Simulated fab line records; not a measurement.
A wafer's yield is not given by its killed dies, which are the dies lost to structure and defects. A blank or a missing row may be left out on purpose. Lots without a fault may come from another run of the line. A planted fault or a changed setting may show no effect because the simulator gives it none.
Shared-tool check :: flow sky130 :: Sampled: 11 lots, 32 wafers

## WHY THIS WAS OPENED
1 of 11 lots carry a flag on the reading VIA1_HDPCVD_THK at SKY_VIA1_THK_MEAS_01. No-fault wafers: 1034 nm, standard deviation 8.9.
Rule: a lot is flagged when every wafer of it that has a number lies more than 4 standard deviations from that mean, or none has a number. The other lots count as sound.

lot: L737
measured: day 32 21:04
on: film metro-03
VIA1_HDPCVD_THK (nm), wafer by wafer: 1039 1038 1040
flag: 

lot: L739
measured: day 33 16:25
on: film metro-04
VIA1_HDPCVD_THK (nm), wafer by wafer: 1027 1018 1020
flag: 

lot: L740
measured: day 33 19:59
on: film metro-04
VIA1_HDPCVD_THK (nm), wafer by wafer: 1032 1032 1029
flag: 

lot: L742
measured: day 34 08:24
on: film metro-02
VIA1_HDPCVD_THK (nm), wafer by wafer: 1014 1025 1034
flag: 

lot: L743
measured: day 34 23:26
on: film metro-02
VIA1_HDPCVD_THK (nm), wafer by wafer: 1037 1033 1032
flag: 

lot: L745
measured: day 35 10:55
on: film metro-02
VIA1_HDPCVD_THK (nm), wafer by wafer: 1025 1027 1020
flag: 

lot: L747
measured: day 36 02:10
on: film metro-02
VIA1_HDPCVD_THK (nm), wafer by wafer: 1042 1034 1055
flag: 

lot: L748
measured: day 36 06:51
on: film metro-04
VIA1_HDPCVD_THK (nm), wafer by wafer: 1027 1033 1023
flag: 

lot: L750
measured: day 37 09:56
on: film metro-02
VIA1_HDPCVD_THK (nm), wafer by wafer: 1032 1023 1039
flag: 

lot: L751
measured: day 37 17:29
on: film metro-04
VIA1_HDPCVD_THK (nm), wafer by wafer: 1040 1040 1038
flag: 

lot: L755
measured: day 38 19:06
on: film metro-04
VIA1_HDPCVD_THK (nm), wafer by wafer: 904 889
flag: FLAGGED
The numbers of the flagged lots are 896 nm on average: -138 nm against the usual, or -15 standard deviations.

## EACH LOT AND THE TOOL IT RAN ON
The record keeps 1 process step preceding the reading, out of 708 steps on the route. Read each cell as the tool, then ch plus the chambers that the sampled wafers visited, then the start.
lot: L737
flag: 
SKY_VIA1_HDPCVD_00: hdpcvd-01 ch 0,1,2, day 32 20:57

lot: L739
flag: 
SKY_VIA1_HDPCVD_00: hdpcvd-01 ch 1,2, day 33 16:17

lot: L740
flag: 
SKY_VIA1_HDPCVD_00: hdpcvd-01 ch 1,2, day 33 19:52

lot: L742
flag: 
SKY_VIA1_HDPCVD_00: hdpcvd-02 ch 2, day 34 08:13

lot: L743
flag: 
SKY_VIA1_HDPCVD_00: hdpcvd-02 ch 0,1,2, day 34 23:19

lot: L745
flag: 
SKY_VIA1_HDPCVD_00: hdpcvd-02 ch 1,2, day 35 10:47

lot: L747
flag: 
SKY_VIA1_HDPCVD_00: hdpcvd-02 ch 0,2, day 36 02:03

lot: L748
flag: 
SKY_VIA1_HDPCVD_00: hdpcvd-02 ch 1,2, day 36 06:44

lot: L750
flag: 
SKY_VIA1_HDPCVD_00: hdpcvd-01 ch 0,1, day 37 09:49

lot: L751
flag: 
SKY_VIA1_HDPCVD_00: hdpcvd-01 ch 1,2, day 37 17:23

lot: L755
flag: FLAGGED
SKY_VIA1_HDPCVD_00: hdpcvd-02 ch 0, day 38 18:58
What these steps do:
- SKY_VIA1_HDPCVD_00: deposits SiO2, target thk 1030 nm, time 171.7 s.
- SKY_VIA1_THK_MEAS_01

## FLAGGED AGAINST TOTAL, ONE TOOL AT A TIME (gauges that did the reading follow at the end)
step: SKY_VIA1_HDPCVD_00
tool: hdpcvd-01
lots run: 5
flagged: 0
share of the flagged lots: none
sound lots run after its first flagged lot: -

step: SKY_VIA1_HDPCVD_00
tool: hdpcvd-02
lots run: 6
flagged: 1
share of the flagged lots: all
sound lots run after its first flagged lot: 0

step: SKY_VIA1_THK_MEAS_01
tool: film metro-02
lots run: 5
flagged: 0
share of the flagged lots: none
sound lots run after its first flagged lot: -

step: SKY_VIA1_THK_MEAS_01
tool: film metro-03
lots run: 1
flagged: 0
share of the flagged lots: none
sound lots run after its first flagged lot: -

step: SKY_VIA1_THK_MEAS_01
tool: film metro-04
lots run: 5
flagged: 1
share of the flagged lots: all
sound lots run after its first flagged lot: 0

## WHAT IS ALLOWED BY THE TABLE
2 rows of the table ran every flagged lot: hdpcvd-02 at SKY_VIA1_HDPCVD_00, film metro-04 at SKY_VIA1_THK_MEAS_01.
- hdpcvd-02 at SKY_VIA1_HDPCVD_00: 1 of its 6 lots flagged. Its last sound lot is L748 (day 36 06:44), its first flagged lot L755 (day 38 18:58): a fault that began between those two fits. Its own readings lie more than 4 standard deviations out on every wafer of the flagged lots: run length s.
- film metro-04 at SKY_VIA1_THK_MEAS_01: 1 of its 5 lots flagged. Its last sound lot is L751 (day 37 17:29), its first flagged lot L755 (day 38 19:06): a fault that began between those two fits.
A lot count leaves these 2 tools indistinguishable: every one of them fits a fault beginning at some hour. More lots, or a look at what each step does to the wafer, might.

## WHAT THE SIMULATOR PUT IN
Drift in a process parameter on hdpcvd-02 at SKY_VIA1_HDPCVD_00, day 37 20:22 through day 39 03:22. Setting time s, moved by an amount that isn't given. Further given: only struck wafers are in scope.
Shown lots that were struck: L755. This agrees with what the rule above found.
